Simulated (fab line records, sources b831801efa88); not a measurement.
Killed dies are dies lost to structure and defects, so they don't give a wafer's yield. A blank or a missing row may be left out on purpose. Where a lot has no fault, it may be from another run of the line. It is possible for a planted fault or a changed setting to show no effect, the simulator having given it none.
Which tool was responsible? || flow sky130 || 48 wafers from 16 lots sampled at 6 of the route's 708 steps

## WHAT THE GAUGES READ, wafer by wafer
SKY_POLY_GATE_CD_MEAS_13: target cd 150 nm.
{"lot": "L275", "measured": "day 17 18:42", "on": "cd sem-01", "cd nm (nm)": "149.1 149.3 147.5"}
{"lot": "L273", "measured": "day 17 18:55", "on": "cd sem-02", "cd nm (nm)": "149.9 148.2 148.4"}
{"lot": "L274", "measured": "day 17 19:02", "on": "cd sem-01", "cd nm (nm)": "152.0 149.9 150.5"}
{"lot": "L276", "measured": "day 18 00:39", "on": "cd sem-02", "cd nm (nm)": "150.0 150.7 150.7"}
{"lot": "L277", "measured": "day 18 03:05", "on": "cd sem-02", "cd nm (nm)": "149.1 150.8 150.4"}
{"lot": "L280", "measured": "day 18 18:59", "on": "cd sem-02", "cd nm (nm)": "153.3 152.5 151.7"}
{"lot": "L279", "measured": "day 18 19:21", "on": "cd sem-01", "cd nm (nm)": "148.6 148.3 148.4"}
{"lot": "L282", "measured": "day 19 16:16", "on": "cd sem-01", "cd nm (nm)": "150.4 151.4 150.1"}
{"lot": "L281", "measured": "day 19 18:40", "on": "cd sem-02", "cd nm (nm)": "150.3 147.3 148.4"}
{"lot": "L284", "measured": "day 21 01:22", "on": "cd sem-01", "cd nm (nm)": "147.7 148.0 147.9"}
{"lot": "L283", "measured": "day 21 05:11", "on": "cd sem-02", "cd nm (nm)": "147.8 147.7 148.8"}
{"lot": "L285", "measured": "day 21 11:31", "on": "cd sem-02", "cd nm (nm)": "148.3 148.5 148.0"}
{"lot": "L293", "measured": "day 24 05:45", "on": "cd sem-02", "cd nm (nm)": "150.5 151.3 149.5"}
{"lot": "L294", "measured": "day 24 06:04", "on": "cd sem-01", "cd nm (nm)": "149.5 149.5 150.1"}
{"lot": "L295", "measured": "day 24 07:45", "on": "cd sem-02", "cd nm (nm)": "149.4 148.1 148.9"}
{"lot": "L296", "measured": "day 24 15:33", "on": "cd sem-02", "cd nm (nm)": "151.9 150.9 151.0"}

SKY_SPACER_THK_MEAS_01.
{"lot": "L275", "measured": "day 24 10:57", "on": "film metro-01", "SPACER_CVD_00_THK (nm)": "43.4 43.2 42.8"}
{"lot": "L273", "measured": "day 24 13:12", "on": "film metro-01", "SPACER_CVD_00_THK (nm)": "42.9 42.4 42.5"}
{"lot": "L274", "measured": "day 24 13:12", "on": "film metro-04", "SPACER_CVD_00_THK (nm)": "42.7 42.5 42.8"}
{"lot": "L276", "measured": "day 24 19:46", "on": "film metro-01", "SPACER_CVD_00_THK (nm)": "43.7 43.2 43.7"}
{"lot": "L277", "measured": "day 24 17:22", "on": "film metro-02", "SPACER_CVD_00_THK (nm)": "43.7 43.2 43.5"}
{"lot": "L280", "measured": "day 25 08:58", "on": "film metro-01", "SPACER_CVD_00_THK (nm)": "43.0 42.7 42.7"}
{"lot": "L279", "measured": "day 25 08:59", "on": "film metro-02", "SPACER_CVD_00_THK (nm)": "42.6 42.5 42.7"}
{"lot": "L282", "measured": "day 26 04:05", "on": "film metro-02", "SPACER_CVD_00_THK (nm)": "42.3 42.0 42.2"}
{"lot": "L281", "measured": "day 26 07:32", "on": "film metro-02", "SPACER_CVD_00_THK (nm)": "52.2 52.4 52.2"}
{"lot": "L284", "measured": "day 27 11:32", "on": "film metro-04", "SPACER_CVD_00_THK (nm)": "52.1 52.3 51.7"}
{"lot": "L283", "measured": "day 27 15:11", "on": "film metro-04", "SPACER_CVD_00_THK (nm)": "51.5 52.2 52.4"}
{"lot": "L285", "measured": "day 27 23:14", "on": "film metro-02", "SPACER_CVD_00_THK (nm)": "52.9 52.7 52.8"}
{"lot": "L293", "measured": "day 30 13:14", "on": "film metro-04", "SPACER_CVD_00_THK (nm)": "42.3 42.1 42.0"}
{"lot": "L294", "measured": "day 30 13:11", "on": "film metro-04", "SPACER_CVD_00_THK (nm)": "43.0 43.4 43.3"}
{"lot": "L295", "measured": "day 30 13:14", "on": "film metro-02", "SPACER_CVD_00_THK (nm)": "42.7 43.2 43.2"}
{"lot": "L296", "measured": "day 30 19:11", "on": "film metro-02", "SPACER_CVD_00_THK (nm)": "42.9 43.0 42.9"}

SKY_POLY_CUT_CD_MEAS_08: target cd 270 nm.
{"lot": "L275", "measured": "day 25 16:29", "on": "cd sem-01", "cd nm (nm)": "269.5 271.7 272.4"}
{"lot": "L273", "measured": "day 25 19:07", "on": "cd sem-01", "cd nm (nm)": "269.8 270.5 270.7"}
{"lot": "L274", "measured": "day 25 18:40", "on": "cd sem-02", "cd nm (nm)": "270.1 269.1 269.5"}
{"lot": "L276", "measured": "day 26 02:08", "on": "cd sem-01", "cd nm (nm)": "268.9 268.3 267.9"}
{"lot": "L277", "measured": "day 25 22:44", "on": "cd sem-02", "cd nm (nm)": "271.0 270.8 272.4"}
{"lot": "L280", "measured": "day 26 13:58", "on": "cd sem-01", "cd nm (nm)": "267.5 267.6 269.2"}
{"lot": "L279", "measured": "day 26 13:47", "on": "cd sem-02", "cd nm (nm)": "269.4 268.0 266.7"}
{"lot": "L282", "measured": "day 27 08:52", "on": "cd sem-01", "cd nm (nm)": "269.9 270.1 271.2"}
{"lot": "L281", "measured": "day 27 11:40", "on": "cd sem-01", "cd nm (nm)": "270.7 270.6 271.5"}
{"lot": "L284", "measured": "day 28 16:10", "on": "cd sem-01", "cd nm (nm)": "270.5 269.8 269.8"}
{"lot": "L283", "measured": "day 28 19:37", "on": "cd sem-01", "cd nm (nm)": "272.3 271.9 270.9"}
{"lot": "L285", "measured": "day 29 03:40", "on": "cd sem-02", "cd nm (nm)": "272.7 273.4 273.0"}
{"lot": "L293", "measured": "day 31 17:11", "on": "cd sem-02", "cd nm (nm)": "268.7 269.2 269.7"}
{"lot": "L294", "measured": "day 31 16:09", "on": "cd sem-02", "cd nm (nm)": "271.3 269.5 270.9"}
{"lot": "L295", "measured": "day 31 17:06", "on": "cd sem-01", "cd nm (nm)": "270.8 271.5 272.5"}
{"lot": "L296", "measured": "day 31 21:35", "on": "cd sem-01", "cd nm (nm)": "270.5 268.4 269.2"}

SKY_RES_XHIGH_TW_MEAS_09.
{"lot": "L275", "measured": "day 28 02:02", "on": "film metro-01", "RES_XHIGH_TW": "1635 1646 1636"}
{"lot": "L273", "measured": "day 28 04:32", "on": "film metro-04", "RES_XHIGH_TW": "1604 1609 1613"}
{"lot": "L274", "measured": "day 28 03:53", "on": "film metro-01", "RES_XHIGH_TW": "1638 1646 1650"}
{"lot": "L276", "measured": "day 28 09:50", "on": "film metro-01", "RES_XHIGH_TW": "1633 1647 1638"}
{"lot": "L277", "measured": "day 28 07:40", "on": "film metro-03", "RES_XHIGH_TW": "1640 1632 1636"}
{"lot": "L280", "measured": "day 28 22:52", "on": "film metro-01", "RES_XHIGH_TW": "1642 1637 1642"}
{"lot": "L279", "measured": "day 28 22:23", "on": "film metro-04", "RES_XHIGH_TW": "1616 1616 1608"}
{"lot": "L282", "measured": "day 29 18:10", "on": "film metro-01", "RES_XHIGH_TW": "1634 1641 1634"}
{"lot": "L281", "measured": "day 29 20:55", "on": "film metro-03", "RES_XHIGH_TW": "1627 1635 1635"}
{"lot": "L284", "measured": "day 30 23:56", "on": "film metro-01", "RES_XHIGH_TW": "1638 1638 1644"}
{"lot": "L283", "measured": "day 31 02:37", "on": "film metro-04", "RES_XHIGH_TW": "1609 1624 1612"}
{"lot": "L285", "measured": "day 31 11:22", "on": "film metro-01", "RES_XHIGH_TW": "1650 1646 1650"}
{"lot": "L293", "measured": "day 34 00:01", "on": "film metro-03", "RES_XHIGH_TW": "1634 1640 1626"}
{"lot": "L294", "measured": "day 33 22:54", "on": "film metro-01", "RES_XHIGH_TW": "1652 1654 1644"}
{"lot": "L295", "measured": "day 33 23:48", "on": "film metro-01", "RES_XHIGH_TW": "1645 1637 1638"}
{"lot": "L296", "measured": "day 34 03:34", "on": "film metro-03", "RES_XHIGH_TW": "1626 1636 1633"}

## WHAT TOOL EACH LOT RAN ON (gives the tool, then ch and the chambers of the sampled wafers, and finally the start)
{"lot": "L275", "SKY_SPACER_CVD_00": "lpcvd-02 ch 1, day 24 09:44", "SKY_SPACER_ETCHBACK_02": "rie diel-03 ch 1,2,3, day 24 11:00"}
{"lot": "L273", "SKY_SPACER_CVD_00": "lpcvd-02 ch 0, day 24 11:59", "SKY_SPACER_ETCHBACK_02": "rie diel-03 ch 0,1, day 24 13:16"}
{"lot": "L274", "SKY_SPACER_CVD_00": "lpcvd-02 ch 1, day 24 11:59", "SKY_SPACER_ETCHBACK_02": "rie diel-01 ch 0,2,3, day 24 13:16"}
{"lot": "L276", "SKY_SPACER_CVD_00": "lpcvd-02 ch 1, day 24 18:33", "SKY_SPACER_ETCHBACK_02": "rie diel-01 ch 0,2,3, day 24 19:49"}
{"lot": "L277", "SKY_SPACER_CVD_00": "lpcvd-02 ch 0, day 24 16:08", "SKY_SPACER_ETCHBACK_02": "rie diel-01 ch 0,2, day 24 17:25"}
{"lot": "L280", "SKY_SPACER_CVD_00": "lpcvd-02 ch 0, day 25 07:46", "SKY_SPACER_ETCHBACK_02": "rie diel-03 ch 0,3, day 25 09:02"}
{"lot": "L279", "SKY_SPACER_CVD_00": "lpcvd-02 ch 1, day 25 07:46", "SKY_SPACER_ETCHBACK_02": "rie diel-01 ch 0,1,3, day 25 09:02"}
{"lot": "L282", "SKY_SPACER_CVD_00": "lpcvd-02 ch 0, day 26 02:53", "SKY_SPACER_ETCHBACK_02": "rie diel-01 ch 1,2, day 26 04:08"}
{"lot": "L281", "SKY_SPACER_CVD_00": "lpcvd-02 ch 1, day 26 06:20", "SKY_SPACER_ETCHBACK_02": "rie diel-03 ch 1,2,3, day 26 07:35"}
{"lot": "L284", "SKY_SPACER_CVD_00": "lpcvd-02 ch 0, day 27 09:44", "SKY_SPACER_ETCHBACK_02": "rie diel-03 ch 0,1,2, day 27 11:36"}
{"lot": "L283", "SKY_SPACER_CVD_00": "lpcvd-02 ch 0, day 27 13:59", "SKY_SPACER_ETCHBACK_02": "rie diel-03 ch 0,3, day 27 15:14"}
{"lot": "L285", "SKY_SPACER_CVD_00": "lpcvd-02 ch 0, day 27 22:01", "SKY_SPACER_ETCHBACK_02": "rie diel-03 ch 0,2, day 27 23:17"}
{"lot": "L293", "SKY_SPACER_CVD_00": "lpcvd-02 ch 1, day 30 11:21", "SKY_SPACER_ETCHBACK_02": "rie diel-03 ch 0,1,2, day 30 13:17"}
{"lot": "L294", "SKY_SPACER_CVD_00": "lpcvd-02 ch 1, day 30 11:21", "SKY_SPACER_ETCHBACK_02": "rie diel-04 ch 2,3, day 30 13:13"}
{"lot": "L295", "SKY_SPACER_CVD_00": "lpcvd-02 ch 1, day 30 11:21", "SKY_SPACER_ETCHBACK_02": "rie diel-01 ch 0,1,2, day 30 13:16"}
{"lot": "L296", "SKY_SPACER_CVD_00": "lpcvd-02 ch 1, day 30 17:58", "SKY_SPACER_ETCHBACK_02": "rie diel-01 ch 0,1,2, day 30 19:14"}
- SKY_SPACER_CVD_00: deposits Si3N4 from DCS/NH3, target thk 43.1 nm, time 740 s.
- SKY_SPACER_ETCHBACK_02: etches Si3N4 in CH3F/O2, stops on SiO2, time 46.7 s, target depth 45 nm.

## AS READ BY THE TOOLS THEMSELVES (means over the sampled wafers that have a number; for cases with no such wafer, the mark the record gives instead)
SKY_SPACER_CVD_00.
{"lot": "L275", "tool": "lpcvd-02", "spike tc bottom C (C)": 785.8, "spike tc centre C (C)": 768.5, "spike tc lower C (C)": 770.2, "spike tc top C (C)": 785.0, "spike tc upper C (C)": 770.2, "susceptor temp C (C)": 770.6}
{"lot": "L273", "tool": "lpcvd-02", "spike tc bottom C (C)": 788.5, "spike tc centre C (C)": 768.7, "spike tc lower C (C)": 770.3, "spike tc top C (C)": 783.4, "spike tc upper C (C)": 769.9, "susceptor temp C (C)": 769.7}
{"lot": "L274", "tool": "lpcvd-02", "spike tc bottom C (C)": 784.3, "spike tc centre C (C)": 769.5, "spike tc lower C (C)": 771.1, "spike tc top C (C)": 785.2, "spike tc upper C (C)": 771.1, "susceptor temp C (C)": 769.9}
{"lot": "L276", "tool": "lpcvd-02", "spike tc bottom C (C)": 784.7, "spike tc centre C (C)": 768.6, "spike tc lower C (C)": 770.3, "spike tc top C (C)": 783.6, "spike tc upper C (C)": 770.5, "susceptor temp C (C)": 770.2}
{"lot": "L277", "tool": "lpcvd-02", "spike tc bottom C (C)": 788.0, "spike tc centre C (C)": 768.2, "spike tc lower C (C)": 770.2, "spike tc top C (C)": 785.3, "spike tc upper C (C)": 768.8, "susceptor temp C (C)": 769.9}
{"lot": "L280", "tool": "lpcvd-02", "spike tc bottom C (C)": 788.0, "spike tc centre C (C)": 767.9, "spike tc lower C (C)": 770.8, "spike tc top C (C)": 785.3, "spike tc upper C (C)": 769.9, "susceptor temp C (C)": 770.3}
{"lot": "L279", "tool": "lpcvd-02", "spike tc bottom C (C)": 785.9, "spike tc centre C (C)": 768.1, "spike tc lower C (C)": 770.4, "spike tc top C (C)": 784.4, "spike tc upper C (C)": 770.4, "susceptor temp C (C)": 770.4}
{"lot": "L282", "tool": "lpcvd-02", "spike tc bottom C (C)": 788.3, "spike tc centre C (C)": 767.7, "spike tc lower C (C)": 770.8, "spike tc top C (C)": 786.7, "spike tc upper C (C)": 769.9, "susceptor temp C (C)": 770.2}
{"lot": "L281", "tool": "lpcvd-02", "spike tc bottom C (C)": 795.5, "spike tc centre C (C)": 779.0, "spike tc lower C (C)": 780.8, "spike tc top C (C)": 793.6, "spike tc upper C (C)": 781.2, "susceptor temp C (C)": 780.7}
{"lot": "L284", "tool": "lpcvd-02", "spike tc bottom C (C)": 798.7, "spike tc centre C (C)": 780.6, "spike tc lower C (C)": 781.9, "spike tc top C (C)": 795.2, "spike tc upper C (C)": 780.5, "susceptor temp C (C)": 780.8}
{"lot": "L283", "tool": "lpcvd-02", "spike tc bottom C (C)": 798.1, "spike tc centre C (C)": 779.6, "spike tc lower C (C)": 780.5, "spike tc top C (C)": 795.7, "spike tc upper C (C)": 780.9, "susceptor temp C (C)": 780.9}
{"lot": "L285", "tool": "lpcvd-02", "spike tc bottom C (C)": 799.7, "spike tc centre C (C)": 778.4, "spike tc lower C (C)": 781.0, "spike tc top C (C)": 795.5, "spike tc upper C (C)": 781.7, "susceptor temp C (C)": 780.8}
{"lot": "L293", "tool": "lpcvd-02", "spike tc bottom C (C)": 784.9, "spike tc centre C (C)": 769.5, "spike tc lower C (C)": 772.3, "spike tc top C (C)": 783.8, "spike tc upper C (C)": 769.8, "susceptor temp C (C)": 770.0}
{"lot": "L294", "tool": "lpcvd-02", "spike tc bottom C (C)": 785.4, "spike tc centre C (C)": 768.7, "spike tc lower C (C)": 770.1, "spike tc top C (C)": 784.2, "spike tc upper C (C)": 769.4, "susceptor temp C (C)": 770.0}
{"lot": "L295", "tool": "lpcvd-02", "spike tc bottom C (C)": 785.4, "spike tc centre C (C)": 770.2, "spike tc lower C (C)": 771.0, "spike tc top C (C)": 784.2, "spike tc upper C (C)": 770.1, "susceptor temp C (C)": 769.9}
{"lot": "L296", "tool": "lpcvd-02", "spike tc bottom C (C)": 786.0, "spike tc centre C (C)": 769.5, "spike tc lower C (C)": 770.0, "spike tc top C (C)": 784.6, "spike tc upper C (C)": 770.4, "susceptor temp C (C)": 770.2}

SKY_SPACER_ETCHBACK_02.
{"lot": "L275", "tool": "rie diel-03", "bias w (W)": 79.81, "ch3f flow sccm (sccm)": 40.05, "drypump motor current A (A)": 5.59, "oes product au (a.u.)": 0.852, "throttle valve pct (%)": 10.561}
{"lot": "L273", "tool": "rie diel-03", "bias w (W)": 79.99, "ch3f flow sccm (sccm)": 40.14, "drypump motor current A (A)": 5.61, "oes product au (a.u.)": 0.849, "throttle valve pct (%)": 10.562}
{"lot": "L274", "tool": "rie diel-01", "bias w (W)": 79.95, "ch3f flow sccm (sccm)": 40.08, "drypump motor current A (A)": 5.96, "oes product au (a.u.)": 0.853, "throttle valve pct (%)": 10.557}
{"lot": "L276", "tool": "rie diel-01", "bias w (W)": 80.11, "ch3f flow sccm (sccm)": 39.90, "drypump motor current A (A)": 5.94, "oes product au (a.u.)": 0.856, "throttle valve pct (%)": 10.560}
{"lot": "L277", "tool": "rie diel-01", "bias w (W)": 80.04, "ch3f flow sccm (sccm)": 40.05, "drypump motor current A (A)": 5.87, "oes product au (a.u.)": 0.860, "throttle valve pct (%)": 10.574}
{"lot": "L280", "tool": "rie diel-03", "bias w (W)": 79.71, "ch3f flow sccm (sccm)": 39.96, "drypump motor current A (A)": 5.75, "oes product au (a.u.)": 0.853, "throttle valve pct (%)": 10.570}
{"lot": "L279", "tool": "rie diel-01", "bias w (W)": 80.06, "ch3f flow sccm (sccm)": 39.90, "drypump motor current A (A)": 5.93, "oes product au (a.u.)": 0.849, "throttle valve pct (%)": 10.561}
{"lot": "L282", "tool": "rie diel-01", "bias w (W)": 80.17, "ch3f flow sccm (sccm)": 40.18, "drypump motor current A (A)": 5.67, "oes product au (a.u.)": 0.844, "throttle valve pct (%)": 10.557}
{"lot": "L281", "tool": "rie diel-03", "bias w (W)": 80.01, "ch3f flow sccm (sccm)": 40.19, "drypump motor current A (A)": 5.59, "oes product au (a.u.)": 0.959, "throttle valve pct (%)": 10.575}
{"lot": "L284", "tool": "rie diel-03", "bias w (W)": 80.24, "ch3f flow sccm (sccm)": 39.95, "drypump motor current A (A)": 5.55, "oes product au (a.u.)": 0.950, "throttle valve pct (%)": 10.575}
{"lot": "L283", "tool": "rie diel-03", "bias w (W)": 79.75, "ch3f flow sccm (sccm)": 40.02, "drypump motor current A (A)": 5.73, "oes product au (a.u.)": 0.955, "throttle valve pct (%)": 10.577}
{"lot": "L285", "tool": "rie diel-03", "bias w (W)": 79.73, "ch3f flow sccm (sccm)": 40.02, "drypump motor current A (A)": 5.49, "oes product au (a.u.)": 0.963, "throttle valve pct (%)": 10.575}
{"lot": "L293", "tool": "rie diel-03", "bias w (W)": 80.25, "ch3f flow sccm (sccm)": 40.00, "drypump motor current A (A)": 5.56, "oes product au (a.u.)": 0.844, "throttle valve pct (%)": 10.562}
{"lot": "L294", "tool": "rie diel-04", "bias w (W)": 80.39, "ch3f flow sccm (sccm)": 40.00, "drypump motor current A (A)": 5.93, "oes product au (a.u.)": 0.853, "throttle valve pct (%)": 10.562}
{"lot": "L295", "tool": "rie diel-01", "bias w (W)": 80.06, "ch3f flow sccm (sccm)": 40.07, "drypump motor current A (A)": 5.83, "oes product au (a.u.)": 0.855, "throttle valve pct (%)": 10.568}
{"lot": "L296", "tool": "rie diel-01", "bias w (W)": 79.84, "ch3f flow sccm (sccm)": 39.96, "drypump motor current A (A)": 5.83, "oes product au (a.u.)": 0.852, "throttle valve pct (%)": 10.570}

## THE ANSWER, worked out from the rows above alone
Rule: usual is defined by the lots themselves. Put in order of their means at a reading, lots are off if they are a third of the lots or fewer, leave a main group of 4 or more, and stand apart from it by a gap of 3 or more times the standard deviation of the main group's means; of several such gaps the widest counts. A main group is skipped when, at the precision printed for the reading in the tables above, its means are all equal. A lot without any number at a reading at which 4 lots or more have one is off too. All remaining lots with rows at the step are treated as sound. First the gauges in route order, then the tools' own readings, where a lot's mean is used as printed above. At the first step where some lot is off, the reading lying furthest off is the one used; lots without a number count as furthest.
Off: L281, L284, L283, L285, at SKY_SPACER_THK_MEAS_01 (SPACER_CVD_00_THK). The main group has a mean of 42.9 nm with a standard deviation of 0.43.
A tool fits if, at a process step before that reading, it ran every lot that is off, and no sound lot after the first of them. The gauges at SKY_SPACER_THK_MEAS_01 aren't tried: what is off there is off at SKY_SPACER_CVD_00 too, on other tools, and a gauge's error can't cause that. Of those tried, none fits.

## WHAT THE SIMULATOR PUT IN
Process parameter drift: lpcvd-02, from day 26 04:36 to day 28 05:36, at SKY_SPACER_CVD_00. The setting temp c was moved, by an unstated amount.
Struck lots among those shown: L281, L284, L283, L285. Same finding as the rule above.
